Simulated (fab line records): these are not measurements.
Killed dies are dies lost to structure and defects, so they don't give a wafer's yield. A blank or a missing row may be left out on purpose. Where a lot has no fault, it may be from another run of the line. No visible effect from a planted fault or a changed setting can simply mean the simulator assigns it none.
Problem report in the 8D (eight disciplines) form, filled by code || flow gf180mcu || the parts of the form that need people (team, actions taken, sign-off) are left out

## 1. PROBLEM STATEMENT
Mean NSD_RS at GF_PSD_RS_MEAS_14: 48.57 ohm/sq over 6 wafers in 2 lots; fault-free wafers: 46.20 ohm/sq, standard deviation 0.11. That is +22 standard deviations from the usual mean.
The step: measures by four-point-probe.
First seen on wafer L369.1, day 17 00:15, on film metro-03. The record holds 36 wafers of 12 lots with a number at this step. The rule behind "out" and "out of limits": a value lying over 4 standard deviations away from the usual mean. All remaining wafers that have a number are taken as sound.

## 2. WHAT IT IS, WHAT IT ISN'T
{"question": "which readings at this step", "is": "NSD_RS", "is not": "-"}
{"question": "which lots", "is": "L369, L372", "is not": "L361, L364, L367, L374, L378, L379, L380, L382, L383, L384"}
{"question": "which wafers of those lots", "is": "all that have a number", "is not": "-"}
{"question": "read on which gauges", "is": "film metro-03", "is not": "film metro-01, film metro-04"}
{"question": "when", "is": "from day 17 00:15", "is not": "up to then (9 sound wafers); but 21 sound wafers of L374, L378, L379, L380, L382, L383, L384 came after"}

## 3. THE SUSPECTS, EACH WITH WHAT RULES IT OUT
Counting: a tool at a process step up to the reading stays a suspect if it ran every lot that is out and no sound lot after the first of them.
- the gauge at GF_PSD_RS_MEAS_14 is ruled out. All the wafers that are out were read on film metro-03, but those of them that GF_NSD_IMPLANT_09 has rows for are out there too, on other tools.
- implanter-01 at GF_NSD_IMPLANT_09: ruled out as a lasting fault. After its first lot that is out, L369 (day 16 01:21), sound lots L380, L383 ran on it.
- plasma asher-02 at GF_NSD_STRIP_11 (strips in O2/N2): ruled out as a lasting fault. After its first lot that is out, L369 (day 16 01:39), sound lots L379, L380, L384 ran on it.
Left after counting: nothing in the record.

## 4. THE CAUSE (what the simulator had put in)
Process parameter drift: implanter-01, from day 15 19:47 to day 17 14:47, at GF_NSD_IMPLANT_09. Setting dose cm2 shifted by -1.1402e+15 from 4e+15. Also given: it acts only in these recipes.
It was ruled out by counting, in error; the rule expects a fault to strike all lots run on its tool from its start on, and this fault did not.

## 5. SEQUENCE OF EFFECTS, ordered by route
One row per reading whose mean, taken over the struck wafers that have a number, lies over 3 standard deviations from the usual. Only readings for which the record gives a usual standard deviation are gone through. hours: the time from each lot's start at the first step in this table that gives one to its start at this step, as a median over the lots. sigmas: the change in usual standard deviations.
{"hours": 0, "step": "GF_NSD_IMPLANT_09", "reading": "beam on s", "usual": "17.3 s", "on struck wafers": 12.8, "change": -4.5, "sigmas": -3.8}
{"hours": 0, "step": "GF_NSD_IMPLANT_09", "reading": "dose ions cm2", "usual": 4.001e+15, "on struck wafers": 2.863e+15, "change": -1.138e+15, "sigmas": "-99 or more"}
{"hours": 0, "step": "GF_NSD_STRIP_11", "reading": "oes product au", "usual": "0.488 a.u.", "on struck wafers": 0.504, "change": "+0.016", "sigmas": "+3.6"}
{"hours": 0, "step": "GF_NSD_STRIP_11", "reading": "strip time to endpoint s", "usual": "22.97 s", "on struck wafers": 21.66, "change": -1.30, "sigmas": -28}
{"hours": 24, "step": "GF_PSD_RS_MEAS_14", "reading": "NSD_RS", "usual": "46.20 ohm/sq", "on struck wafers": 48.57, "change": "+2.37", "sigmas": "+22"}
Its process steps:
- GF_NSD_IMPLANT_09
- GF_NSD_STRIP_11: strips in O2/N2.
At these later measuring or inspecting steps, every struck wafer for which the step has a row has a number for every such reading, and none has moved that far: GF_CONTACT_CD_MEAS_14, GF_CONTACT_OVL_MEAS_15.

## 6. HOW IT WOULD HAVE BEEN CAUGHT EARLIER
Counted from the fault's start at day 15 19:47, it took 28 hours until the first out-of-limits reading at a measuring or inspecting step in this record, taken at day 17 00:15.
The tool's own readings at GF_NSD_IMPLANT_09 were out on every struck wafer that the step has a row for (dose ions cm2): an alarm limit on them would have fired on the first of those.
